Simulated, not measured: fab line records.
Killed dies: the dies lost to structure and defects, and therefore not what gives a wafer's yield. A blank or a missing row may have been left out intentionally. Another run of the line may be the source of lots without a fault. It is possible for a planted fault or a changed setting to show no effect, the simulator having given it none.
What tool caused it? | flow sky130 | 36 wafers sampled from 12 lots at 1 step of a route of 708

== WHAT EACH GAUGE READ, for each wafer ==
SKY_VIA1_CD_MEAS_12: target cd 150 nm.
lot  | measured     | on        | cd-nm (nm)
L075 | day 34 18:54 | cd-sem-02 | 150.3 149.9 151.6
L077 | day 35 12:16 | cd-sem-01 | 151.8 151.3 151.8
L079 | day 36 06:24 | cd-sem-02 | 151.7 151.0 151.9
L081 | day 36 11:30 | cd-sem-02 | 153.1 151.4 151.0
L083 | day 37 05:38 | cd-sem-02 | 149.2 147.6 148.1
L085 | day 37 16:55 | cd-sem-01 | 152.7 150.6 152.5
L086 | day 38 08:19 | cd-sem-02 | 148.2 147.8 147.5
L089 | day 39 00:28 | cd-sem-01 | 146.3 149.1 147.9
L091 | day 39 10:10 | cd-sem-02 | 152.7 153.4 152.2
L093 | day 40 06:05 | cd-sem-01 | 154.1 154.6 153.6
L095 | day 40 10:37 | cd-sem-02 | 149.8 149.6 149.7
L097 | day 41 04:19 | cd-sem-01 | 151.0 152.8 150.8

== EACH LOT AND THE TOOL THAT RAN IT (in order: tool; ch and the chambers of the sampled wafers; start) ==
No process step before these readings appears in the record.

== THE ANSWER, worked out from the rows above alone ==
Rule: the lots themselves supply what counts as usual. Put in order of their means at a reading, lots are off if they are a third of the lots or fewer, leave a main group of 4 or more, and stand apart from it by a gap of 3 or more times the standard deviation of the main group's means; of several such gaps the widest counts. The tables above print the reading to a certain number of digits; a main group whose means all agree to those digits is not used. Also off: a lot with no number at a reading for which 4 or more lots have one. The other lots that the step has rows for count as sound.
No lot is off at any reading shown: from this, nothing can be told.

== WHAT WAS PUT IN BY THE SIMULATOR ==
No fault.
